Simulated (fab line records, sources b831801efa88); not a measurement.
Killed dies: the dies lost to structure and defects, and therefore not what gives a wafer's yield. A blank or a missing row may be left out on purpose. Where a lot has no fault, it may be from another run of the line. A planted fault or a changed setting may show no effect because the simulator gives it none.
A single fault, viewed from 2 desks || flow gf180mcu || only its own numbers are on each desk; what lay behind them is given at the end

THE METROLOGY DESK
What the gauges read for every lot (on any tool): the sampled wafers with a number, averaged. The brackets show how far a lot's mean lies from the usual mean; more than 4 standard deviations puts the lot out of limits, marked OUT.
Columns: A = HV_LDD_3_TW at GF_HV_LDD_TW_MEAS_38, usual 1429; B = HV_LDD_RS at GF_HV_LDD_RS_MEAS_53, usual 419.0 ohm/sq; C = SAB_CVD_00_THK at GF_SAB_THK_MEAS_01, usual 50.0 nm; D = CONTACT_CVD_00_THK at GF_CONTACT_THK_MEAS_01, usual 300.8 nm
{"lot": "L801", "first seen here": "day 11 10:14", "A": 1429, "B": 419.7, "C": 49.5, "D": 304.8}
{"lot": "L803", "first seen here": "day 12 08:15", "A": 1418, "B": 419.7, "C": 50.0, "D": 300.0}
{"lot": "L804", "first seen here": "day 12 13:50", "A": 1421, "B": 419.4, "C": 50.6, "D": 299.9}
{"lot": "L805", "first seen here": "day 12 20:27", "A": 1436, "B": 418.1, "C": 49.8, "D": 302.7}
{"lot": "L806", "first seen here": "day 13 06:10", "A": 1435, "B": 419.2, "C": 50.3, "D": 299.7}
{"lot": "L810", "first seen here": "day 14 17:06", "A": 1425, "B": 419.3, "C": 50.2, "D": 299.1}
{"lot": "L813", "first seen here": "day 15 11:47", "A": 1433, "B": 419.9, "C": 50.3, "D": 303.2}
{"lot": "L814", "first seen here": "day 15 17:31", "A": 1435, "B": 418.8, "C": 51.3, "D": 297.1}
{"lot": "L816", "first seen here": "day 16 10:06", "A": 1435, "B": 419.0, "C": 49.7, "D": 301.1}
{"lot": "L819", "first seen here": "day 17 11:32", "A": 1406, "B": 421.1, "C": 50.3, "D": 302.3}
{"lot": "L820", "first seen here": "day 17 18:41", "A": 1402, "B": "422.4 (+4.1) OUT", "C": 50.3, "D": 304.6}
{"lot": "L824", "first seen here": "day 18 22:39", "A": 1432, "B": 419.0, "C": 49.9, "D": 299.4}
This desk reports L820 out of limits; the earliest was L820 at day 18 18:44 (HV_LDD_RS at GF_HV_LDD_RS_MEAS_53). L801, L803, L804, L805, L806, L810, L813, L814, L816, L819, L824: within limits.

AT THE TOOL OWNER'S DESK: implanter-03
The tool's own readings at GF_HV_LDD_IMPLANT_36: means of the sampled wafers that have a number, for each lot that ran on this tool. The brackets show how far a lot's mean lies from the usual mean; more than 4 standard deviations puts the lot out of limits, marked OUT.
Columns: A = doseIonsCm2 at GF_HV_LDD_IMPLANT_36, usual 7.499e+12; B = faradayCurrentUA at GF_HV_LDD_IMPLANT_36, usual 42.3
{"lot": "L801", "first seen here": "day 11 09:59", "A": 7.506e+12, "B": 42.2}
{"lot": "L805", "first seen here": "day 12 20:12", "A": 7.500e+12, "B": 42.2}
{"lot": "L810", "first seen here": "day 14 16:52", "A": 7.494e+12, "B": 42.2}
{"lot": "L819", "first seen here": "day 17 11:17", "A": "6.314e+12 (-99 or more) OUT", "B": "35.3 (-8.1) OUT"}
{"lot": "L820", "first seen here": "day 17 18:28", "A": "6.301e+12 (-99 or more) OUT", "B": "35.9 (-7.4) OUT"}
This desk finds L819, L820 out of limits, L819 being first, at day 17 11:17 (doseIonsCm2 at GF_HV_LDD_IMPLANT_36). L801, L805, L810: within limits.

ALL TOGETHER
At day 17 11:17, on L819, L820, the tool owner's desk was in a position to raise an alarm.
The metrology desk could have raised an alarm at day 18 18:44, on L820.
The metrology desk holds a record of L819, inside its limits.
Every lot named ran GF_HV_LDD_IMPLANT_36 on implanter-03.

WHAT THE SIMULATOR PUT IN
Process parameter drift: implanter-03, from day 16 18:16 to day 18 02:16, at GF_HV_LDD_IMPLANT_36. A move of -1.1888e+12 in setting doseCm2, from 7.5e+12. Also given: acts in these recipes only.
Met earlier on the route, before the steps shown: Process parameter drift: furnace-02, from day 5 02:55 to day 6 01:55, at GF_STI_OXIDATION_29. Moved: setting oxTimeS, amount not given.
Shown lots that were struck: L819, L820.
Delay (hours) between the fault's onset and each desk's first out-of-limits reading: 17 at the tool owner's desk, 48 at the metrology desk.
